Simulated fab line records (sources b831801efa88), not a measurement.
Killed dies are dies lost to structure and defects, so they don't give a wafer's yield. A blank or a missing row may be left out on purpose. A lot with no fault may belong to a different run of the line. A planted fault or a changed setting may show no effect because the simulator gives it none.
One fault seen from 2 desks / flow sky130 / numbers are kept per desk, each desk with only its own; the story behind them comes last

== THE METROLOGY DESK ==
What the gauges read for every lot (on any tool): the sampled wafers with a number, averaged. If a lot's mean is further than 4 standard deviations from the usual mean, the lot is out of limits and carries the mark OUT (the distance appears in the brackets).
Columns: A = cdNm at SKY_VT_ADJUST_NCORE_CD_MEAS_07, usual 379.7 nm; B = SONOS_TUNNEL_OVL at SKY_SONOS_TUNNEL_OVL_MEAS_08, usual -0.4 nm; C = SONOS_ONO_OXIDATION_THK at SKY_SONOS_ONO_THK_MEAS_01, usual 2.59 nm; D = SONOS_ONO_CVD_02_THK at SKY_SONOS_ONO_THK_MEAS_03, usual 10.63 nm
lot=L316; first seen here=day 8 22:35; A=382.7; B=1.5; C=2.55; D=10.80
lot=L318; first seen here=day 9 20:23; A=377.7; B=1.7; C=2.60; D=10.71
lot=L319; first seen here=day 10 00:54; A=376.3; B=-0.2; C=2.57; D=10.56
lot=L321; first seen here=day 10 13:59; A=381.6; B=-1.1; C=2.56; D=10.62
lot=L322; first seen here=day 10 14:38; A=379.3; B=-2.6; C=2.60; D=10.57
lot=L323; first seen here=day 11 02:29; A=376.5; B=0.5; C=2.61; D=10.70
lot=L327; first seen here=day 12 08:46; A=378.1; B=-0.9; C=3.36 (+14) OUT; D=10.68
lot=L328; first seen here=day 12 11:33; A=378.0; B=-0.5; C=3.40 (+15) OUT; D=10.61
lot=L333; first seen here=day 14 00:53; A=381.6; B=-0.8; C=2.66; D=10.64
lot=L336; first seen here=day 14 23:00; A=381.9; B=0.1; C=2.55; D=10.62
lot=L337; first seen here=day 15 05:28; A=377.9; B=-0.4; C=2.62; D=10.39
lot=L338; first seen here=day 15 12:11; A=379.6; B=-0.1; C=2.49; D=10.83
This desk reports L327, L328 out of limits; the earliest was L327 at day 15 17:13 (SONOS_ONO_OXIDATION_THK at SKY_SONOS_ONO_THK_MEAS_01). L316, L318, L319, L321, L322, L323, L333, L336, L337, L338 stayed within limits.

== DESK OF THE TOOL OWNER: furnace-02 ==
The tool's own readings at SKY_SONOS_ONO_OXIDATION_00 (stabilise 600 s, purge 300 s, target thk 2.6 nm): means of the sampled wafers that have a number, for each lot that ran on this tool. If a lot's mean is further than 4 standard deviations from the usual mean, the lot is out of limits and carries the mark OUT (the distance appears in the brackets).
Columns: A = oxTempCMax at SKY_SONOS_ONO_OXIDATION_00, usual 805.7; B = rampDownCPerMin at SKY_SONOS_ONO_OXIDATION_00, usual 3.0000; C = zonePowerLowerPct at SKY_SONOS_ONO_OXIDATION_00, usual 13.2 %
lot=L316; first seen here=day 11 22:29; A=806.3; B=3.0006; C=12.4
lot=L318; first seen here=day 13 00:53; A=805.8; B=3.0006; C=12.4
lot=L321; first seen here=day 13 20:05; A=807.2; B=3.0001; C=12.5
lot=L322; first seen here=day 13 20:05; A=807.2; B=2.9996; C=12.5
lot=L327; first seen here=day 15 15:52; A=807.0; B=2.9997; C=12.5
lot=L328; first seen here=day 15 18:23; A=807.0; B=3.0000; C=12.4
This desk's finding: nothing out of limits on any of the 6 lots.

== ALL TOGETHER ==
Metrology desk: alarm possible at day 15 17:13 on L327, L328.
The desk of the tool owner found nothing out of limits.
On record at the tool owner's desk: L327, L328, within its limits.
On furnace-02, each named lot ran SKY_SONOS_ONO_OXIDATION_00.

== WHAT THE SIMULATOR HAD PUT IN ==
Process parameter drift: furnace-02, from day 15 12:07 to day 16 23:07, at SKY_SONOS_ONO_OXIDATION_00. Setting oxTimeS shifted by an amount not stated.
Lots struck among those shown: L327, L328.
Per desk, hours elapsed from the start of the fault to the first reading out of limits: for the metrology desk, 5.
